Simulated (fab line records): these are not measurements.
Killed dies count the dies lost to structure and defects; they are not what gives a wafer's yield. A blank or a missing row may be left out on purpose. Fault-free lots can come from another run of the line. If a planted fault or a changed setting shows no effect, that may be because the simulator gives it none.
fab line records	flow sky130
record: lots: 6	wafers: 18	last_day: 50
route steps=708 shown VT_ADJUST_LVTN@111 VT_ADJUST_NCORE@119
lots untouched by any fault: they come from a run of this same line in which no faults occurred
start_h: the number of hours between the record's first day and the start of the first shown wafer of the lot	wait_h: how many hours have passed since the lot's step before this one	" unchanged from the row above	L1.1+2: a single row standing in for several wafers	- no value, or no start given	* or withheld: withheld	< > ~ a bound
route shown NAME@n: names a module that has steps shown in the file, with the first one's number in the route	usual: mean/standard deviation of fault-free wafers	same: alike in all rows	chamber/n: place in a boat	sites: each site's reading	_std_site: their standard deviation	_edge_site: the outer-site mean with the inner-site mean subtracted	radius_mm: for every site, how far away it sits from the centre of the wafer	mask NAME#n: copy n	behind: tool/chamber where the wafer was last shaped	hold: cause of the lot's hold/its duration in hours/its outcome	device: the n, p or np transistor that did not switch	end of line: the tests these same wafers got at the end of their route	a step with no rows: only its recipe	killed: the dies lost at the first sort to structure and to defects; this is not the yield of the wafer	map: the dies of a wafer, with x for killed, . for not killed, _ for no die there
set.NAME: the setting the step ran with; set.NAME@STEP: the setting that earlier step ran with	model.NAME: the simulator's own value behind a step, which no gauge read
certain route steps with their lots: each step a table, each wafer a row
services: a tool's chamber out of use, with start hour (start_h, from the record's first day; less than 0 if before it), hours out, and reason
== steps ==
step: SKY_VT_ADJUST_LVTN_SOFTBAKE_14
recipe: temp_c: 90	time_s: 60	resist: NOVOLAK
step: SKY_VT_ADJUST_LVTN_EXPOSE_15
recipe: mask_id: HVN_STD_DERIVED	na: 0.6	source_shape: conventional	sigma_outer: 0.6	polarization: unpolarized	target_cd_nm: 600	dose_mj: 163
step: SKY_VT_ADJUST_LVTN_PEB_16
recipe: temp_c: withheld	time_s: *	resist: NOVOLAK
step: SKY_VT_ADJUST_LVTN_DEVELOP_17
recipe: resist: NOVOLAK	developer: TMAH	develop_time_s: 60	dev_temp_c: 23
step: SKY_VT_ADJUST_LVTN_OVL_MEAS_18
usual: VT_ADJUST_LVTN_01_OVL: 2.4/1.3
lot.wafer	tool	chamber	start_h	wait_h	VT_ADJUST_LVTN_01_OVL[nm]
L192.3	overlay-01	-	178.13	0.1	4.3
L192.4	"	-	"	"	4.4
L192.5	"	-	"	"	0.8
L207.1	overlay-01	-	327.56	0.1	2.9
L207.3	"	-	"	"	5.1
L207.5	"	-	"	"	2.3
L208.1	overlay-01	-	328.11	0.1	2.7
L208.5	"	-	"	"	2.1
L208.6	"	-	"	"	1.5
L211.2	overlay-02	-	328.63	0.1	3.8
L211.3	"	-	"	"	3.9
L211.4	"	-	"	"	1.4
L210.3	overlay-01	-	332.32	0.1	2.5
L210.4	"	-	"	"	3.5
L210.6	"	-	"	"	3.5
L209.2	overlay-02	-	332.62	0.1	2.8
L209.4	"	-	"	"	4.5
L209.6	"	-	"	"	3.2
step: SKY_VT_ADJUST_LVTN_IMPLANT_19
recipe: species: B	energy_kev: 30	dose_cm2: 6.5e+11	tilt_deg: withheld
step: SKY_VT_ADJUST_LVTN_STRIP_20
recipe: chemistry: O2/N2	power_w: 1400	pressure_mtorr: 1500	platen_temp_c: withheld	o2_flow_sccm: 3000	n2_flow_sccm: 300	overash_fraction: 0.5
usual: drypump_motor_current_A: 5.8/0.44	oes_product_au: 0.716/0.0044	strip_time_to_endpoint_s: 14.18/0.047
lot.wafer	tool	chamber	start_h	wait_h	drypump_motor_current_A	oes_product_au	rf_hours_counter_h	strip_time_to_endpoint_s
L192.3	plasma_asher-01	1	178.33	0.1	5.7	0.712	-	14.26
L192.4	"	0	"	"	5.0	0.718	-	14.29
L192.5	"	0	"	"	4.9	0.719	-	14.29
L207.1	plasma_asher-01	1	327.75	0.1	5.8	0.711	21	14.16
L207.3	"	1	"	"	5.8	0.713	-	14.15
L207.5	"	1	"	"	5.8	0.714	-	14.17
L208.1	plasma_asher-01	0	328.30	0.1	5.0	0.723	21	14.24
L208.5	"	0	"	"	4.9	0.715	-	14.23
L208.6	"	1	"	"	5.8	0.719	-	14.24
L211.2	plasma_asher-02	0	328.81	0.1	6.4	0.711	53	14.14
L211.3	"	1	"	"	5.7	0.727	-	14.16
L211.4	"	0	"	"	6.4	0.719	-	14.10
L210.3	plasma_asher-04	1	332.53	0.1	5.7	0.719	-	14.16
L210.4	"	0	"	"	6.0	0.711	-	14.18
L210.6	"	1	"	"	5.7	0.719	-	14.19
L209.2	plasma_asher-02	1	332.80	0.1	5.7	0.716	54	14.18
L209.4	"	1	"	"	5.7	0.716	-	14.16
L209.6	"	1	"	"	5.7	0.714	-	14.22
step: SKY_VT_ADJUST_LVTN_TW_MEAS_21
usual: VT_ADJUST_LVTN_2_TW: 186.4/2
lot.wafer	tool	chamber	start_h	wait_h	VT_ADJUST_LVTN_2_TW
L192.3	film_metro-02	-	178.50	0.1	188.1
L192.4	"	-	"	"	188.5
L192.5	"	-	"	"	188.5
L207.1	film_metro-02	-	327.85	0.1	188.5
L207.3	"	-	"	"	187.8
L207.5	"	-	"	"	189.1
L208.1	film_metro-03	-	328.40	0.1	186.6
L208.5	"	-	"	"	187.5
L208.6	"	-	"	"	186.6
L211.2	film_metro-02	-	328.92	0.1	188.2
L211.3	"	-	"	"	188.1
L211.4	"	-	"	"	187.9
L210.3	film_metro-02	-	332.62	0.1	189.0
L210.4	"	-	"	"	190.3
L210.6	"	-	"	"	188.3
L209.2	film_metro-01	-	332.91	0.1	182.6
L209.4	"	-	"	"	183.4
L209.6	"	-	"	"	182.5
step: SKY_VT_ADJUST_NCORE_DEHYDRATE_00
recipe: temp_c: 200	time_s: 60
step: SKY_VT_ADJUST_NCORE_HMDS_01
recipe: prime_time_s: 60	prime_temp_c: 120
step: SKY_VT_ADJUST_NCORE_COAT_02
recipe: resist: NOVOLAK	spin_rpm: 3000	resist_thk_nm: 1140
step: SKY_VT_ADJUST_NCORE_SOFTBAKE_03
recipe: temp_c: 90	time_s: 60	resist: NOVOLAK
step: SKY_VT_ADJUST_NCORE_EXPOSE_04
recipe: mask_id: LVTN_COMPLEMENT_THIN	na: 0.6	source_shape: conventional	sigma_outer: 0.6	polarization: unpolarized	target_cd_nm: 380	dose_mj: 139
usual: exposure_dose_mJ_cm2: 138.94/0.17	focus_offset_nm: 0.1/0.49
lot.wafer	tool	chamber	start_h	wait_h	mask	exposure_dose_mJ_cm2	focus_offset_nm
L192.3	iline_stepper-01	0	188.93	-	LVTN_COMPLEMENT_THIN#0	138.85	-0.2
L192.4	"	0	"	"	LVTN_COMPLEMENT_THIN#0	138.98	0.1
L192.5	"	0	"	"	LVTN_COMPLEMENT_THIN#0	139.27	0.3
L207.1	iline_stepper-02	0	340.89	-	LVTN_COMPLEMENT_THIN#0	139.07	-0.2
L207.3	"	0	"	"	LVTN_COMPLEMENT_THIN#0	139.23	0.4
L207.5	"	0	"	"	LVTN_COMPLEMENT_THIN#0	139.14	-0.2
L208.1	iline_stepper-02	-	341.49	-	LVTN_COMPLEMENT_THIN#0	-	-
L208.5	"	-	"	"	LVTN_COMPLEMENT_THIN#0	-	-
L208.6	"	-	"	"	LVTN_COMPLEMENT_THIN#0	-	-
L211.2	iline_stepper-01	0	342.61	-	LVTN_COMPLEMENT_THIN#0	138.97	0.6
L211.3	"	0	"	"	LVTN_COMPLEMENT_THIN#0	139.02	0.0
L211.4	"	0	"	"	LVTN_COMPLEMENT_THIN#0	138.96	0.5
L210.3	iline_stepper-02	0	345.80	-	LVTN_COMPLEMENT_THIN#0	138.90	0.3
L210.4	"	0	"	"	LVTN_COMPLEMENT_THIN#0	138.72	0.3
L210.6	"	0	"	"	LVTN_COMPLEMENT_THIN#0	139.16	0.4
L209.2	iline_stepper-02	-	346.23	-	LVTN_COMPLEMENT_THIN#0	-	-
L209.4	"	-	"	"	LVTN_COMPLEMENT_THIN#0	-	-
L209.6	"	-	"	"	LVTN_COMPLEMENT_THIN#0	-	-
step: SKY_VT_ADJUST_NCORE_PEB_05
recipe: temp_c: withheld	time_s: *	resist: NOVOLAK
== services ==
tool	chamber	start_h	hours	kind
plasma_asher-04	-	166.19	9.6	repair
iline_stepper-02	-	170.48	2.1	pm
iline_stepper-02	-	172.56	-	consumable_replace:lamp
iline_stepper-02	-	181.06	1.7	pm
iline_stepper-01	-	182.97	3.5	repair
iline_stepper-01	-	201.21	2.1	pm
iline_stepper-01	-	203.29	-	consumable_replace:lamp
iline_stepper-01	-	204.40	0.5	repair
iline_stepper-01	-	217.33	4.4	pm
iline_stepper-01	-	239.53	1.7	pm
plasma_asher-04	-	257.61	9.2	repair
iline_stepper-01	0	263.42	-	calibration
iline_stepper-02	0	313.10	-	calibration
iline_stepper-02	-	322.01	4.4	pm
== key ==
first_sign: step: SKY_VT_ADJUST_NCORE_EXPOSE_04	reading: tool_record	direction: missing
effect none on later readings
met_at SKY_VT_ADJUST_NCORE_EXPOSE_04
struck_wafers L208.1,L208.5,L208.6,L209.2,L209.4,L209.6
sort_left_out L208.1,L208.5,L208.6,L209.2,L209.4,L209.6
tester_left_out L208,L209
onset_between 340.89 341.49
fault: kind: skipped_step_whole	tool: iline_stepper-02	chamber: -	onset_h: 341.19	steps: SKY_VT_ADJUST_NCORE_EXPOSE_04	scope: struck_lots_only
tester_left_out: of these lots the tester's yield and bins aren't shown, on N5 and GAA mostly nor the transistor test; their killed dies are dies lost to structure and defects alone, not to doping, threshold or leakage, so they don't give the yield
sort_left_out: the simulated sort isn't trusted on such a fault, so these wafers' sort isn't shown, and their yield isn't known
